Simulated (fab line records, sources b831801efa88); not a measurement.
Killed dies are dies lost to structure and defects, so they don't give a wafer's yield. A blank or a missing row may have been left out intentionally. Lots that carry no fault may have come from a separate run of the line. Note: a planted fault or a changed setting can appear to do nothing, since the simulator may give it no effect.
What tool caused it? + flow gf180mcu + 6 lots, 18 wafers sampled, at 4 steps of a route of 602

## WHAT THE GAUGES READ, wafer by wafer
GF_PASSIVATION_THK_MEAS_03.
| lot  | measured     | on            | PASSIVATION_CVD_02_THK (nm) |
|------|--------------|---------------|-----------------------------|
| L219 | day 29 01:36 | film metro-02 | 704 700 716                 |
| L221 | day 29 07:17 | film metro-02 | 690 686 700                 |
| L225 | day 30 01:32 | film metro-02 | 701 706 714                 |
| L229 | day 31 03:43 | film metro-01 | 707 690 694                 |
| L235 | day 32 23:47 | film metro-03 | 711 713 720                 |
| L239 | day 33 22:12 | film metro-01 | 680 704 729                 |

## EACH LOT AND THE TOOL THAT RAN IT (in order: tool; ch and the chambers of the sampled wafers; start)
| lot  | GF_TOP_METAL_SPUTTER_00      | GF_TOP_METAL_SPUTTER_03      | GF_PASSIVATION_CVD_00           |
|------|------------------------------|------------------------------|---------------------------------|
| L219 | pvd sputter-02, day 28 02:42 | pvd sputter-02, day 28 02:52 | pecvd-03 ch 0,1, day 29 01:10   |
| L221 | pvd sputter-03, day 28 08:03 | pvd sputter-03, day 28 08:13 | pecvd-04 ch 1,2, day 29 06:50   |
| L225 | pvd sputter-03, day 29 04:02 | pvd sputter-03, day 29 04:13 | pecvd-03 ch 0,1,2, day 30 01:07 |
| L229 | pvd sputter-03, day 30 08:46 | pvd sputter-03, day 30 08:56 | pecvd-02 ch 0,1,2, day 31 03:17 |
| L235 | pvd sputter-02, day 32 05:58 | pvd sputter-02, day 32 06:08 | pecvd-04 ch 1,2, day 32 23:22   |
| L239 | pvd sputter-03, day 33 05:28 | pvd sputter-03, day 33 05:39 | pecvd-03 ch 0,1,2, day 33 21:45 |
- GF_TOP_METAL_SPUTTER_00: material Ti, target thk 37.5 nm, time 150 s.
- GF_TOP_METAL_SPUTTER_03: material Ti, target thk 5 nm, time 3.3 s.
- GF_PASSIVATION_CVD_00: deposits SiO2 from TEOS, target thk 1000 nm, time 111.95 s.

## THE ANSWER, worked out from the rows above alone
Rule: the lots themselves supply what counts as usual. The widest of any qualifying gaps counts: lots, ordered by their means at a reading, are off when they make up no more than a third of the lots, leave a main group of 4 or more, and stand apart from it by 3 or more times the standard deviation of that group's means. A main group is skipped when, at the precision printed for the reading in the tables above, its means are all equal. Also off: a lot with no number at a reading for which 4 or more lots have one. All remaining lots with rows at the step are treated as sound.
Across all readings shown, no lot is off: no conclusion can be drawn from this.

## WHAT THE SIMULATOR HAD PUT IN
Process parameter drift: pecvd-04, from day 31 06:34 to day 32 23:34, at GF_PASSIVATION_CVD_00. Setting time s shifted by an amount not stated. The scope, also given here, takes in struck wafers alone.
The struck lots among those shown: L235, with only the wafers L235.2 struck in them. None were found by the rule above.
